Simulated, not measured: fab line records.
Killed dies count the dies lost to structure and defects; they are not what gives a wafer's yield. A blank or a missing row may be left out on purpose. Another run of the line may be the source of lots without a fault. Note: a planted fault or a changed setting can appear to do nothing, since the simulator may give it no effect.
What tool caused it? :: flow gf180mcu :: 6 lots, 18 wafers sampled, at 1 step of a route of 602

== WHAT THE GAUGES SHOWED, per wafer ==
GF_STI_THK_MEAS_02.
lot: L639
measured: day 1 21:31
on: filmMetro-03
STI_OXIDATION_THK (nm): 10.60 10.50 10.38

lot: L642
measured: day 2 12:31
on: filmMetro-02
STI_OXIDATION_THK (nm): 10.10 10.28 10.29

lot: L644
measured: day 2 23:01
on: filmMetro-01
STI_OXIDATION_THK (nm): 9.96 10.09 10.07

lot: L646
measured: day 3 08:31
on: filmMetro-03
STI_OXIDATION_THK (nm): 10.22 10.04 10.03

lot: L649
measured: day 3 23:31
on: filmMetro-03
STI_OXIDATION_THK (nm): 10.17 10.39 10.19

lot: L653
measured: day 4 19:31
on: filmMetro-03
STI_OXIDATION_THK (nm): 10.08 10.03 10.08

== TOOL THAT RAN EACH LOT (tool first, then ch and the chambers of the sampled wafers, then the start) ==
The record shows no process step preceding these readings.

== THE ANSWER, worked out from the rows above alone ==
Rule: the usual values come from the lots themselves. The widest of any qualifying gaps counts: lots, ordered by their means at a reading, are off when they make up no more than a third of the lots, leave a main group of 4 or more, and stand apart from it by 3 or more times the standard deviation of that group's means. A main group is skipped when, at the precision printed for the reading in the tables above, its means are all equal. Also off: a lot with no number at a reading for which 4 or more lots have one. Where the step has rows for the other lots, those lots are counted as sound.
No lot is off on any of the readings shown, so nothing can be concluded from this.

== WHAT THE SIMULATOR HAD INSERTED ==
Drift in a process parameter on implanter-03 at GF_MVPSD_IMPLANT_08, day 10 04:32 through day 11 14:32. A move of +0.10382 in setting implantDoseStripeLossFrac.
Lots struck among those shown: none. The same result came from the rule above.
